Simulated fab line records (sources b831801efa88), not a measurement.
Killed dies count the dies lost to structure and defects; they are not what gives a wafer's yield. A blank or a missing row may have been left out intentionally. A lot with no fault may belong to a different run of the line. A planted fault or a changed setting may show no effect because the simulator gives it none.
2 desks, one fault -- flow sky130 -- what lay behind the numbers comes last; until then each desk has only its own

## TOOL OWNER'S DESK, cmp-01
The tool's own readings at SKY_VIA1_CMP_02 (polishes SiO2): means of the sampled wafers that have a number, for each lot that ran on this tool. Any lot whose mean is over 4 standard deviations away from the usual mean is out of limits and marked OUT; that distance is given in the brackets.
Columns: A = motor current A at SKY_VIA1_CMP_02, usual 12.1 A
lot,first seen here,A
L648,day 32 21:20,11.9
L649,day 33 02:44,12.5
L650,day 33 18:48,10.8
L652,day 34 12:59,11.6
L654,day 35 09:38,11.0
L656,day 35 19:47,11.4
L657,day 36 08:37,11.6
L659,day 36 18:28,12.2
L660,day 37 15:11,11.2
Finding of this desk: none of the 9 lots has anything out of limits.

## THE METROLOGY DESK
Means of the sampled wafers that have a number, per lot and without regard to the tool the lot ran on: this is what the gauges read. Any lot whose mean is over 4 standard deviations away from the usual mean is out of limits and marked OUT; that distance is given in the brackets.
Columns: A = cd nm at SKY_VIA1_CD_MEAS_12, usual 149.5 nm; B = VIA1_W_THK at SKY_VIA1_THK_MEAS_23, usual 273 nm
lot,first seen here,A,B
L648,day 34 00:19,149.9,272
L649,day 34 05:35,150.2,271
L650,day 34 22:01,149.9,273
L652,day 35 15:28,148.5,269
L653,day 36 10:37,148.2,276
L654,day 36 11:37,150.4,274
L655,day 36 11:45,149.0,273
L656,day 36 18:07,150.6,277
L657,day 37 10:10,149.5,265
L659,day 37 19:55,147.4,272
L660,day 38 17:11,147.9,275
L666,day 39 22:39,149.3,270
L669,day 40 19:05,148.4,272
Finding of this desk: none of the 13 lots has anything out of limits.

## PUT TOGETHER
The tool owner's desk saw nothing out of limits.
Metrology desk: nothing out of limits seen.

## WHAT THE SIMULATOR HAD PUT IN
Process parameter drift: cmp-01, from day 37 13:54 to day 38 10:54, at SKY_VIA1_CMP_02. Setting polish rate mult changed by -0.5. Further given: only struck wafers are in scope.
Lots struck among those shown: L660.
